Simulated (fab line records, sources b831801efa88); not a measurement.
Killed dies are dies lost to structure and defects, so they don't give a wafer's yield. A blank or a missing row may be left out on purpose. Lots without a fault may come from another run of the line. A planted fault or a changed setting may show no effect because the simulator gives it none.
A struck lot beside a sound one | flow sky130 | 43 steps out of a route of 708
Sound: wafers L468.4, L468.5, L468.6. Struck: wafer L459.5. (L459.4 of the same lot was not struck and is left out.) The cause comes at the end.
At each step with rows: each side's tool, then ch and its chambers, then its first start. Under that, the readings that differ: sound wafers | struck wafers | difference of the means | sigmas: that difference in standard deviations of wafers without a fault.
alike: readings whose means differ by less than 2 such deviations, and words and numbers that are the same on both sides. not compared: withheld readings, readings that some wafer has no value for, bounds like >300 that may hide the same value, and numbers for which the record gives no deviation and whose values overlap.
The two part at a step that has a row with sigmas, a row that says differs or no value, or rows on one side only. Numbers that don't overlap but have no deviation are shown without sigmas and don't part them. A reading that every wafer of one side lacks parts them only if that side has two wafers or more.

first, 4 steps without rows for these wafers: SKY_DNWELL_EXPOSE_04 (exposes mask DNM, target cd 3000 nm); SKY_DNWELL_PEB_05; SKY_DNWELL_DEVELOP_06 (develop time 60 s); SKY_DNWELL_IMPLANT_07.
SKY_DNWELL_STRIP_08: strips in O2/N2.
  sound on plasma_asher-01 ch 0,1, day 7 05:40; struck on plasma_asher-03 ch 1, day 5 06:31
  alike: drypump_motor_current_A, oes_product_au, strip_time_to_endpoint_s
  not compared: rf_hours_counter_h
SKY_DNWELL_TW_MEAS_09:
  sound on film_metro-04, day 7 05:45; struck on film_metro-03, day 5 06:36
  alike: DNWELL_TW
then, 6 steps without rows for these wafers: SKY_PWDE_DEHYDRATE_00 (time 60 s); SKY_PWDE_HMDS_01 (prime time 60 s); SKY_PWDE_COAT_02 (resist thk 3000 nm); SKY_PWDE_SOFTBAKE_03; SKY_PWDE_EXPOSE_04 (exposes mask PWDEM, target cd 840 nm); SKY_PWDE_PEB_05.
SKY_PWDE_DEVELOP_06: develop time 60 s.
  sound on litho_track-01 ch 0, day 8 01:00; struck on litho_track-04 ch 0, day 6 01:00
  reading              | sound             | struck | difference | sigmas
  developer_temp_C (C) | 23.02 23.17 22.98 | 22.83  | -0.23      | -2
SKY_PWDE_OVL_MEAS_07:
  sound on overlay-02, day 8 01:45; struck on overlay-01, day 6 01:13
  not compared: PWDE_OVL
then, 1 step without rows for these wafers: SKY_PWDE_IMPLANT_08.
SKY_PWDE_STRIP_09: strips in O2/N2.
  sound on plasma_asher-02 ch 0,1, day 8 01:57; struck on plasma_asher-03 ch 0, day 6 01:25
  reading                      | sound             | struck | difference | sigmas
  strip_time_to_endpoint_s (s) | 36.80 36.78 36.70 | 37.02  | +0.26      | +2
  alike: drypump_motor_current_A, oes_product_au
  not compared: rf_hours_counter_h
SKY_PWDE_TW_MEAS_10:
  sound on film_metro-04, day 8 02:03; struck on film_metro-02, day 6 01:31
  alike: PWDE_TW
then, 7 steps without rows for these wafers: SKY_NWELL_DEHYDRATE_03 (time 60 s); SKY_NWELL_HMDS_04 (prime time 60 s); SKY_NWELL_COAT_05 (resist thk 3000 nm); SKY_NWELL_SOFTBAKE_06; SKY_NWELL_EXPOSE_07 (exposes mask NWM, target cd 840 nm); SKY_NWELL_PEB_08; SKY_NWELL_DEVELOP_09 (develop time 60 s).
SKY_NWELL_OVL_MEAS_10:
  sound on overlay-01, day 8 22:41; struck on overlay-01, day 6 20:14
  alike: NWELL_00_OVL
then, 3 steps without rows for these wafers: SKY_NWELL_IMPLANT_11; SKY_NWELL_IMPLANT_12; SKY_NWELL_IMPLANT_13.
SKY_NWELL_STRIP_14: strips in O2/N2.
  sound on plasma_asher-02 ch 0,1, day 8 23:11; struck on plasma_asher-02 ch 0, day 6 20:44
  alike: drypump_motor_current_A, oes_product_au, strip_time_to_endpoint_s
  not compared: rf_hours_counter_h
SKY_NWELL_TW_MEAS_15:
  sound on film_metro-04, day 8 23:17; struck on film_metro-02, day 6 20:50
  reading  | sound          | struck | difference | sigmas
  NWELL_TW | 1811 1814 1815 | 1789   | -24        | -2
then, 7 steps without rows for these wafers: SKY_NWELL_DEHYDRATE_16 (time 60 s); SKY_NWELL_HMDS_17 (prime time 60 s); SKY_NWELL_COAT_18 (resist thk 3000 nm); SKY_NWELL_SOFTBAKE_19; SKY_NWELL_EXPOSE_20 (exposes mask NWM COMPLEMENT, target cd 840 nm); SKY_NWELL_PEB_21; SKY_NWELL_DEVELOP_22 (develop time 60 s).
SKY_NWELL_OVL_MEAS_23:
  sound on overlay-02, day 9 21:05; struck on overlay-01, day 7 16:29
  alike: NWELL_01_OVL
then, 1 step without rows for these wafers: SKY_NWELL_IMPLANT_24.
SKY_NWELL_STRIP_25: strips in O2/N2.
  sound on plasma_asher-01 ch 0,1, day 9 21:17; struck on plasma_asher-04 ch 0, day 7 16:41
  alike: drypump_motor_current_A, oes_product_au, strip_time_to_endpoint_s
  not compared: rf_hours_counter_h
SKY_NWELL_TW_MEAS_26:
  sound on film_metro-04, day 9 21:23; struck on film_metro-04, day 7 16:47
  alike: NWELL_2_TW
then, 1 step without rows for these wafers: SKY_NWELL_CLEAN_27 (cleans in SC1/SC2, time 150 s).
-- the record jumps here: 26 days lie between the struck wafers' starts before and after (it left off in module NWELL and takes up again in module CONTACT, whose first step shown is number 409 of the route) --
SKY_CONTACT_THK_MEAS_03:
  sound on film_metro-02, day 36 11:49; struck on film_metro-01, day 33 14:36
  alike: CONTACT_HDPCVD_THK
  not compared: hold

WHERE THEY PART
First at SKY_PWDE_DEVELOP_06; last, within this record, at SKY_NWELL_TW_MEAS_15. Later steps at which nothing parts them and some readings are alike: SKY_NWELL_OVL_MEAS_23, SKY_NWELL_STRIP_25, SKY_NWELL_TW_MEAS_26, SKY_CONTACT_THK_MEAS_03.

WHY: what the simulator had put in
Process parameter drift: litho_track-04, from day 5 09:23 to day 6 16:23, at SKY_PWDE_DEVELOP_06. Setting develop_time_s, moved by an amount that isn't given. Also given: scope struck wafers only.
